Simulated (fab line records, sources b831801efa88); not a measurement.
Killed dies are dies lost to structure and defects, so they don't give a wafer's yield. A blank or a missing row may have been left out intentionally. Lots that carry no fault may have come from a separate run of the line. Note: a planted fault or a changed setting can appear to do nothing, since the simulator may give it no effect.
Matching of chambers ; flow sky130 ; 4 sister chambers for SKY_VIA3_ETCH_14 on rieDiel-03
The step etches BARC in N2/H2, stops on SiO2, time 45.9 s, target depth 60 nm. 18 wafers are shown with their chamber, then 9 later ones without.

## WAFERS, EACH WITH ITS CHAMBER
wafer;chamber;drypumpMotorCurrentA (A);oesProductAu (a.u.);throttleValvePct (%)
L078.1;0;5.9;0.857;13.221
L078.5;1;5.8;0.862;13.238
L078.6;0;5.9;0.859;13.227
L080.1;0;5.9;0.845;13.224
L080.5;2;5.5;0.858;13.232
L080.6;3;5.5;0.849;13.222
L082.1;3;5.5;0.857;13.235
L082.5;0;5.9;0.858;13.234
L082.6;1;5.8;0.858;13.216
L084.4;3;5.6;0.854;13.222
L084.5;3;5.6;0.861;13.230
L084.6;0;5.9;0.850;13.229
L083.1;0;5.9;0.854;13.227
L083.2;3;5.6;0.858;13.222
L083.4;1;5.8;0.855;13.238
L086.1;2;5.5;0.861;13.219
L086.2;0;5.9;0.850;13.218
L086.6;3;5.5;0.855;13.222

SIGNATURES (means of the wafers above)
reading;chamber 0;chamber 1;chamber 2;chamber 3;scatter within a chamber
drypumpMotorCurrentA;5.900;5.800;5.500;5.550;0.0327
oesProductAu;0.85329;0.85833;0.85950;0.85567;0.00441
throttleValvePct;13.22571;13.23067;13.22550;13.22550;0.00724
Rule: a wafer lies at a distance from a chamber equal to the root of the sum of squares, over the readings, of (its reading less the chamber's mean, divided by the reading's scatter). If the next closest chamber is less than 2 further off than the closest, the wafer can't be placed; otherwise it belongs to the closest. The scatter: take each reading less its chamber's mean, square it, sum over the shown wafers, divide by the number of wafers less the number of chambers, and take the root.

## WAFERS WITHOUT THEIR CHAMBER
wafer;drypumpMotorCurrentA (A);oesProductAu (a.u.);throttleValvePct (%)
L089.1;5.8;0.851;13.221
L089.3;5.5;0.852;13.219
L089.5;5.5;0.851;13.233
L093.1;5.8;0.850;13.244
L093.2;5.5;0.854;13.218
L093.3;5.9;0.860;13.218
L097.3;5.5;0.863;13.218
L097.5;5.9;0.853;13.223
L097.6;5.8;0.850;13.231

## WHICH CHAMBER EACH WENT THROUGH
wafer;from the rows above;in truth
L089.1;can't be placed: 1 or 0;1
L089.3;can't be placed: 2 or 3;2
L089.5;can't be placed: 3 or 2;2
L093.1;can't be placed: 1 or 0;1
L093.2;can't be placed: 2 or 3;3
L093.3;can't be placed: 0 or 1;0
L097.3;can't be placed: 2 or 3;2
L097.5;0;0
L097.6;can't be placed: 1 or 0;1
1 of 9 placed correctly. These rows do not allow placing 8 (true chamber among the candidates in 8). Number placed wrongly: 0.
